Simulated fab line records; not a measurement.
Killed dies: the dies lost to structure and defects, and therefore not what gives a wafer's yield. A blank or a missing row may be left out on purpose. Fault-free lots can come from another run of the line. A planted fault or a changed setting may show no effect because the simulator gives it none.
Chamber matching || flow gf180mcu || GF_CONTACT_CMP_27 on cmp-01 has 4 sister chambers
The step polishes, stops on SiO2, t overpolish 15 s, target thk 0 nm. 8 wafers are shown with their chamber, then 8 later ones without.

== EACH WAFER AND ITS CHAMBER ==
{"wafer": "L594.5", "chamber": 2, "motor_current_A (A)": 11.1, "time_to_endpoint_s (s)": 76}
{"wafer": "L598.4", "chamber": 3, "motor_current_A (A)": 10.4, "time_to_endpoint_s (s)": 70}
{"wafer": "L609.2", "chamber": 0, "motor_current_A (A)": 11.2, "time_to_endpoint_s (s)": 71}
{"wafer": "L609.4", "chamber": 3, "motor_current_A (A)": 10.8, "time_to_endpoint_s (s)": 71}
{"wafer": "L610.2", "chamber": 1, "motor_current_A (A)": 10.3, "time_to_endpoint_s (s)": 73}
{"wafer": "L610.3", "chamber": 0, "motor_current_A (A)": 11.5, "time_to_endpoint_s (s)": 73}
{"wafer": "L610.5", "chamber": 1, "motor_current_A (A)": 9.9, "time_to_endpoint_s (s)": 72}
{"wafer": "L611.2", "chamber": 2, "motor_current_A (A)": 11.4, "time_to_endpoint_s (s)": 70}

== WAFERS WHOSE CHAMBER IS MISSING ==
{"wafer": "L611.5", "motor_current_A (A)": 11.6, "time_to_endpoint_s (s)": 73}
{"wafer": "L611.6", "motor_current_A (A)": 10.9, "time_to_endpoint_s (s)": 70}
{"wafer": "L613.1", "motor_current_A (A)": 11.0, "time_to_endpoint_s (s)": 74}
{"wafer": "L613.2", "motor_current_A (A)": 10.9, "time_to_endpoint_s (s)": 74}
{"wafer": "L613.3", "motor_current_A (A)": 12.5, "time_to_endpoint_s (s)": 74}
{"wafer": "L614.1", "motor_current_A (A)": 11.2, "time_to_endpoint_s (s)": 68}
{"wafer": "L614.2", "motor_current_A (A)": 12.2, "time_to_endpoint_s (s)": 69}
{"wafer": "L614.3", "motor_current_A (A)": 9.6, "time_to_endpoint_s (s)": 70}

== WHICH CHAMBER EACH ONE RAN IN ==
{"wafer": "L611.5", "from the rows above": "can't be placed: 0 or 2", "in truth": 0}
{"wafer": "L611.6", "from the rows above": "can't be placed: 3 or 2 or 0", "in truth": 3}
{"wafer": "L613.1", "from the rows above": "can't be placed: 2 or 0 or 3", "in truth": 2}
{"wafer": "L613.2", "from the rows above": "can't be placed: 2 or 3 or 0 or 1", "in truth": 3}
{"wafer": "L613.3", "from the rows above": "can't be placed: 0 or 2", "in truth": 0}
{"wafer": "L614.1", "from the rows above": "can't be placed: 0 or 2 or 3", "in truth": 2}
{"wafer": "L614.2", "from the rows above": "can't be placed: 0 or 2", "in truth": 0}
{"wafer": "L614.3", "from the rows above": "can't be placed: 1 or 3", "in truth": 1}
Correct placement for 0 of the 8. Can't be placed from these rows: 8 (the true chamber is among the candidates in 8). Number placed wrongly: 0.
How it was worked out, from the rows above alone: a wafer's distance from a chamber is the root of the sum, over the readings, of the square of ((its reading less the chamber's mean) divided by the reading's scatter). The wafer belongs to the nearest chamber; if the next one is less than 2 further off, it can't be placed. For every chamber, the mean is computed from those of its wafers that are shown. The scatter: the root of (the sum of the squares of (reading less its chamber's mean) over the shown wafers, divided by (wafers less chambers)).
